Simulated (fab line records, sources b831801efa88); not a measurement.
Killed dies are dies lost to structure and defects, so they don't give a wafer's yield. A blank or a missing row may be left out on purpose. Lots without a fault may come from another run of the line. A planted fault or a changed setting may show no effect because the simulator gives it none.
fab line records | flow sky130 | part 2 of 2: steps 33 to 44 of 44
record lots=5 wafers=15 last_day=51
route steps=708 shown VT_ADJUST_LVTN@107 VT_ADJUST_NCORE@119 VT_ADJUST_HVTR@131 VT_ADJUST_PCH@143
lots that met no fault: from a run of the same line without faults
start_h: hours from the record's first day to the start of the lot's first wafer shown | wait_h: hours since the lot's step before | " the same as in the row above | L1.1+2: a row that stands for several wafers | - no value, or no start given | * or withheld: withheld | < > ~ a bound
route shown NAME@n: a module of which the file shows steps, and the number in the route of the first | usual: mean/standard deviation of fault-free wafers | same: alike in all rows | chamber/n: place in a boat | sites: the reading at each site | _std_site: their standard deviation | _edge_site: outer sites' mean less inner sites' | radius_mm: how far each site lies from the wafer's centre | mask NAME#n: copy n | behind: the tool/chamber that last shaped the wafer | hold: why the lot was held/for how many hours/how that ended | device: the transistor (n, p or np) that didn't switch | end of line: the same wafers' tests at the end of the route | a step without rows: its recipe alone | killed: dies lost to structure and defects at the first sort, not the wafer's yield | map: a wafer's dies, x killed, . not, _ none there
set.NAME: the setting as run; set.NAME@STEP: as run at that earlier step | model.NAME: the simulator's own value behind a step, which no gauge read
lots at some steps of the route; a table a step, a row a wafer
services: from which hour (start_h, from the record's first day; less than 0 if before it) a tool's chamber was out of use, for how many hours, and why
## steps
# step SKY_VT_ADJUST_HVTR_OVL_MEAS_08
# usual VT_ADJUST_HVTR_OVL=0.7/1.2
# columns lot.wafer tool chamber start_h wait_h VT_ADJUST_HVTR_OVL[nm]
L081.3 overlay-01 - 262.48 0.1 0.6
L081.4 " - " " 1.3
L081.5 " - " " 0.6
L083.2 overlay-02 - 274.87 0.1 -0.2
L083.3 " - " " 1.4
L083.4 " - " " -1.2
L085.2 overlay-02 - 291.63 0.1 -1.0
L085.5 " - " " 2.1
L085.6 " - " " 2.5
L089.2 overlay-01 - 320.43 0.1 0.2
L089.3 " - " " 1.4
L089.5 " - " " 1.9
L094.2 overlay-02 - 364.78 0.1 1.0
L094.3 " - " " 1.6
L094.6 " - " " 0.2
# step SKY_VT_ADJUST_HVTR_IMPLANT_09
# recipe species=B energy_kev=10 dose_cm2=2.1e+12 tilt_deg=withheld
# usual end_station_pressure_torr=5.01e-06/2.6e-07
# columns lot.wafer tool chamber start_h wait_h end_station_pressure_torr
L081.3 implanter-04 0 262.56 0.1 5.22e-06
L081.4 " 0 " " 4.96e-06
L081.5 " 0 " " 5.19e-06
L083.2 implanter-03 0 274.92 0.0 4.52e-06
L083.3 " 0 " " 5e-06
L083.4 " 0 " " 4.85e-06
L085.2 implanter-04 0 291.68 0.0 4.54e-06
L085.5 " 0 " " 5e-06
L085.6 " 0 " " 5.42e-06
L089.2 implanter-04 0 320.48 0.0 4.72e-06
L089.3 " 0 " " 4.78e-06
L089.5 " 0 " " 5.26e-06
L094.2 implanter-01 0 364.83 0.0 5.34e-06
L094.3 " 0 " " 4.61e-06
L094.6 " 0 " " 4.72e-06
# step SKY_VT_ADJUST_HVTR_STRIP_10
# recipe chemistry=O2/N2 power_w=1400 pressure_mtorr=1500 platen_temp_c=withheld o2_flow_sccm=3000 n2_flow_sccm=300 overash_fraction=0.5
# usual drypump_motor_current_A=5.9/0.45 oes_product_au=0.715/0.005 strip_time_to_endpoint_s=14.31/0.033
# columns lot.wafer tool chamber start_h wait_h drypump_motor_current_A oes_product_au rf_hours_counter_h strip_time_to_endpoint_s
L081.3 plasma_asher-01 0 262.69 0.1 5.8 0.711 - 14.27
L081.4 " 1 " " 6.0 0.709 - 14.28
L081.5 " 1 " " 6.0 0.705 - 14.28
L083.2 plasma_asher-01 1 275.05 0.1 6.1 0.715 44 14.34
L083.3 " 1 " " 6.1 0.720 - 14.29
L083.4 " 0 " " 5.8 0.722 - 14.35
L085.2 plasma_asher-02 0 291.81 0.1 5.5 0.712 50 14.26
L085.5 " 0 " " 5.5 0.717 - 14.26
L085.6 " 1 " " 6.0 0.709 - 14.28
L089.2 plasma_asher-01 1 320.61 0.1 6.0 0.715 49 14.27
L089.3 " 0 " " 5.8 0.719 - 14.31
L089.5 " 1 " " 6.1 0.716 - 14.31
L094.2 plasma_asher-02 0 364.96 0.1 5.6 0.719 57 14.30
L094.3 " 1 " " 6.0 0.709 - 14.28
L094.6 " 0 " " 5.6 0.710 - 14.34
# step SKY_VT_ADJUST_HVTR_TW_MEAS_11
# usual VT_ADJUST_HVTR_TW=210.4/1.4
# columns lot.wafer tool chamber start_h wait_h VT_ADJUST_HVTR_TW
L081.3 film_metro-04 - 262.78 0.1 210.4
L081.4 " - " " 210.4
L081.5 " - " " 210.2
L083.2 film_metro-01 - 275.16 0.1 211.0
L083.3 " - " " 210.7
L083.4 " - " " 210.4
L085.2 film_metro-03 - 291.92 0.1 208.3
L085.5 " - " " 209.0
L085.6 " - " " 208.9
L089.2 film_metro-01 - 320.72 0.1 211.4
L089.3 " - " " 210.5
L089.5 " - " " 211.8
L094.2 film_metro-03 - 365.07 0.1 209.4
L094.3 " - " " 207.6
L094.6 " - " " 208.2
# step SKY_VT_ADJUST_PCH_DEHYDRATE_00
# recipe temp_c=200 time_s=60
# columns lot.wafer tool chamber start_h wait_h
L081.3+4+5 litho_track-02 0 275.44 12.7
L083.2+3+4 litho_track-03 0 287.87 12.7
L085.2+5+6 litho_track-03 0 303.42 11.5
L089.2+3+5 litho_track-04 0 333.47 12.7
L094.2+3+6 litho_track-04 0 379.42 14.3
# step SKY_VT_ADJUST_PCH_HMDS_01
# recipe prime_time_s=60 prime_temp_c=120
# columns lot.wafer tool chamber start_h wait_h
L081.3+4+5 litho_track-02 0 275.59 0.1
L083.2+3+4 litho_track-03 0 288.02 0.1
L085.2+5+6 litho_track-03 0 303.57 0.1
L089.2+3+5 litho_track-04 0 333.62 0.1
L094.2+3+6 litho_track-04 0 379.57 0.1
# step SKY_VT_ADJUST_PCH_COAT_02
# recipe spin_rpm=2000 resist_thk_nm=3000
# columns lot.wafer tool chamber start_h wait_h
L081.3+4+5 litho_track-02 0 275.74 0.1
L083.2+3+4 litho_track-03 0 288.17 0.1
L085.2+5+6 litho_track-03 0 303.72 0.1
L089.2+3+5 litho_track-04 0 333.77 0.1
L094.2+3+6 litho_track-04 0 379.72 0.1
# step SKY_VT_ADJUST_PCH_SOFTBAKE_03
# recipe temp_c=110 time_s=withheld
# columns lot.wafer tool chamber start_h wait_h
L081.3+4+5 litho_track-02 0 275.91 0.1
L083.2+3+4 litho_track-03 0 288.33 0.1
L085.2+5+6 litho_track-03 0 303.88 0.1
L089.2+3+5 litho_track-04 0 333.93 0.1
L094.2+3+6 litho_track-04 0 379.88 0.1
# step SKY_VT_ADJUST_PCH_EXPOSE_04
# recipe mask_id=NWM na=0.6 source_shape=conventional sigma_outer=0.6 polarization=unpolarized target_cd_nm=840 dose_mj=255
# usual reticle_temp_C=23.01/0.1
# columns lot.wafer tool chamber start_h wait_h mask reticle_temp_C
L081.3 iline_stepper-02 0 - - NWM#0 23.13
L081.4 " 0 " " NWM#0 23.33
L081.5 " 0 " " NWM#0 23.21
L083.2 iline_stepper-02 0 - - NWM#0 22.95
L083.3 " 0 " " NWM#0 23.09
L083.4 " 0 " " NWM#0 22.92
L085.2 iline_stepper-02 0 - - NWM#0 23.01
L085.5 " 0 " " NWM#0 23.01
L085.6 " 0 " " NWM#0 22.97
L089.2 iline_stepper-01 0 - - NWM#0 23.04
L089.3 " 0 " " NWM#0 22.92
L089.5 " 0 " " NWM#0 22.92
L094.2 iline_stepper-02 0 - - NWM#0 22.96
L094.3 " 0 " " NWM#0 23.11
L094.6 " 0 " " NWM#0 23.12
# step SKY_VT_ADJUST_PCH_PEB_05
# recipe temp_c=115 time_s=withheld
# columns lot.wafer tool chamber start_h wait_h
L081.3+4+5 litho_track-03 0 - -
L083.2+3+4 litho_track-02 0 - -
L085.2+5+6 litho_track-04 0 - -
L089.2+3+5 litho_track-04 0 - -
L094.2+3+6 litho_track-03 0 - -
# step SKY_VT_ADJUST_PCH_DEVELOP_06
# recipe wall_angle_deg=90 developer=TMAH develop_time_s=60 dev_temp_c=23
# columns lot.wafer tool chamber start_h wait_h
L081.3+4+5 litho_track-03 0 - -
L083.2+3+4 litho_track-02 0 - -
L085.2+5+6 litho_track-04 0 - -
L089.2+3+5 litho_track-04 0 - -
L094.2+3+6 litho_track-03 0 - -
# step SKY_VT_ADJUST_PCH_OVL_MEAS_07
# usual VT_ADJUST_PCH_OVL=-0.3/1.2
# columns lot.wafer tool chamber start_h wait_h VT_ADJUST_PCH_OVL[nm]
L081.3 overlay-02 - 288.85 - 0.3
L081.4 " - " " 1.6
L081.5 " - " " -0.9
L083.2 overlay-01 - 300.10 - 1.1
L083.3 " - " " 0.6
L083.4 " - " " 2.7
L085.2 overlay-02 - 317.35 - 0.6
L085.5 " - " " 0.7
L085.6 " - " " -0.3
L089.2 overlay-01 - 348.15 - -0.3
L089.3 " - " " -1.4
L089.5 " - " " -0.7
L094.2 overlay-01 - 395.50 - -1.3
L094.3 " - " " -2.3
L094.6 " - " " -3.0
## services
# columns tool chamber start_h hours kind
plasma_asher-02 - 200.51 1.4 repair
iline_stepper-02 0 211.97 - calibration
iline_stepper-01 - 217.37 2.1 pm
iline_stepper-02 - 226.26 1.7 pm
implanter-03 - 227.25 2.9 repair
iline_stepper-02 - 229.63 8.9 pm
implanter-01 - 234.40 1.6 repair
plasma_asher-04 - 249.56 3.8 repair
plasma_asher-03 - 254.60 2.8 pm
plasma_asher-03 - 263.35 3.4 repair
plasma_asher-02 - 273.47 9.9 repair
implanter-03 - 292.65 1.6 repair
implanter-01 - 296.42 0.5 repair
plasma_asher-01 - 297.91 4.1 repair
implanter-03 - 299.20 7.5 repair
implanter-01 - 311.21 1.8 repair
implanter-02 - 338.65 1.1 repair
implanter-01 - 351.21 5.4 repair
implanter-04 - 353.68 2.7 pm
litho_track-03 - 360.90 - consumable_replace:filter
iline_stepper-01 - 371.18 1.7 pm
plasma_asher-03 - 374.58 0.4 repair
plasma_asher-01 - 390.63 14.6 pm
iline_stepper-01 - 391.15 4.8 repair
